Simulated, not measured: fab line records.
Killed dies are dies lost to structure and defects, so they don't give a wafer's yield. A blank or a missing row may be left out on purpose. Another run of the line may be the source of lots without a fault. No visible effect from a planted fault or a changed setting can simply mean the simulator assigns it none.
Which of the tools did it?    flow sky130    Sampling: 13 lots, 39 wafers, 4 of 708 route steps

WHAT THE GAUGES SHOWED, per wafer
SKY_LDD_LDN_OVL_MEAS_07. Usual: for LDD_LDN_OVL the level is -0.4 nm and the standard deviation is 1.1.
lot   measured      on          LDD_LDN_OVL (nm)  flag
L322  day 22 17:04  overlay-02  -1.0 0.4 0.4      
L323  day 23 04:13  overlay-01  1.4 0.4 1.3       
L327  day 25 14:28  overlay-02  -0.7 -1.4 -1.3    
L329  day 26 08:01  overlay-01  -1.1 -0.8 -0.8    
L331  day 27 05:01  overlay-02  -0.8 -0.6 -1.1    
L332  day 27 06:36  overlay-01  2.0 1.6 2.1       
L334  day 27 09:28  overlay-02  -0.2 -0.8 -0.3    
L335  day 27 16:43  overlay-01  0.5 0.4 0.7       
L336  day 28 05:19  overlay-02  - - -             OFF
L337  day 28 07:37  overlay-01  -0.7 0.1 0.5      
L338  day 28 08:22  overlay-02  -0.6 0.3 0.9      
L342  day 30 12:13  overlay-01  -0.1 0.2 0.2      
L345  day 30 22:40  overlay-01  -1.4 -2.6 -0.1    

SKY_LDD_LDN_TW_MEAS_13. Usual: for LDD_LDN_TW the level is 1487 and the standard deviation is 9.9.
lot   measured      on             LDD_LDN_TW      flag
L322  day 22 17:49  film_metro-04  1502 1491 1494  
L323  day 23 04:57  film_metro-03  1484 1473 1478  
L327  day 25 15:13  film_metro-02  1488 1489 1483  
L329  day 26 08:46  film_metro-03  1477 1481 1474  
L331  day 27 05:46  film_metro-03  1475 1479 1479  
L332  day 27 07:20  film_metro-03  1472 1477 1486  
L334  day 27 10:13  film_metro-02  1474 1483 1478  
L335  day 27 17:29  film_metro-02  1480 1470 1473  
L336  day 28 06:02  film_metro-04  30 30 31        OFF
L337  day 28 08:22  film_metro-02  1496 1490 1498  
L338  day 28 09:05  film_metro-02  1497 1497 1495  
L342  day 30 12:58  film_metro-02  1495 1488 1494  
L345  day 30 23:24  film_metro-02  1484 1488 1487  

SKY_RES_XHIGH_TW_MEAS_09. Usual: for RES_XHIGH_TW the level is 1636 and the standard deviation is 15.
lot   measured      on             RES_XHIGH_TW    flag
L322  day 26 22:22  film_metro-03  1642 1645 1641  
L323  day 27 01:28  film_metro-03  1643 1637 1635  
L327  day 29 06:13  film_metro-01  1620 1622 1624  
L329  day 30 00:46  film_metro-02  1650 1649 1635  
L331  day 31 00:19  film_metro-01  1628 1619 1606  
L332  day 31 00:36  film_metro-01  1617 1620 1617  
L334  day 31 07:17  film_metro-03  1640 1638 1645  
L335  day 31 11:59  film_metro-02  1661 1659 1654  
L336  day 31 20:48  film_metro-02  1931 1943 1936  OFF
L337  day 31 21:43  film_metro-03  1638 1647 1640  
L338  day 31 22:07  film_metro-02  1651 1657 1654  
L342  day 34 00:22  film_metro-03  1657 1653 1643  
L345  day 34 10:24  film_metro-01  1628 1628 1626  

WHAT TOOL EACH LOT RAN ON (gives the tool, then ch and the chambers of the sampled wafers, and finally the start)
lot   SKY_LDD_LDN_EXPOSE_04
L322  iline_stepper-02 ch 0, day 22 02:22
L323  iline_stepper-02 ch 0, day 22 12:19
L327  iline_stepper-02 ch 0, day 24 23:20
L329  iline_stepper-02 ch 0, day 25 18:39
L331  iline_stepper-01 ch 0, day 26 14:17
L332  iline_stepper-01 ch 0, day 26 16:26
L334  iline_stepper-01 ch 0, day 26 19:24
L335  iline_stepper-02 ch 0, day 27 02:54
L336  iline_stepper-01 ch 0, day 27 15:02
L337  iline_stepper-01 ch 0, day 27 17:39
L338  iline_stepper-02 ch 0, day 27 18:08
L342  iline_stepper-01 ch 0, day 29 22:57
L345  iline_stepper-02 ch 0, day 30 08:58
- SKY_LDD_LDN_EXPOSE_04: exposes mask LDNTM, target cd 700 nm.

AS READ BY THE TOOLS THEMSELVES (means over the sampled wafers that have a number; for cases with no such wafer, the mark the record gives instead)
The record holds no such reading with a usual standard deviation.

THE ANSWER, worked out from the rows above alone
Rule: take the mean of a lot's wafers that have a number; if it is more than 3 standard deviations from the usual mean, the lot is off. A lot without any number at a reading at which 4 lots or more have one is off too. The other lots that the step has rows for count as sound. The gauges are gone through in route order, then the tools' own readings, and for those a lot's mean is taken as printed above. The first step at which some lot is off is used, and at that step the reading that is off furthest; a lot without a number counts as furthest.
Off: L336, at SKY_LDD_LDN_OVL_MEAS_07 (LDD_LDN_OVL). Without a number there: L336.
If a tool, at a process step before that reading, ran all the lots that are off and no sound lot after the first of them, it fits. Not tried: the gauges at SKY_LDD_LDN_OVL_MEAS_07; whatever is off there is also off at SKY_LDD_LDN_TW_MEAS_13, on other tools, and gauge error can't account for it. None of those tried fits.

WHAT HAD BEEN PUT IN BY THE SIMULATOR
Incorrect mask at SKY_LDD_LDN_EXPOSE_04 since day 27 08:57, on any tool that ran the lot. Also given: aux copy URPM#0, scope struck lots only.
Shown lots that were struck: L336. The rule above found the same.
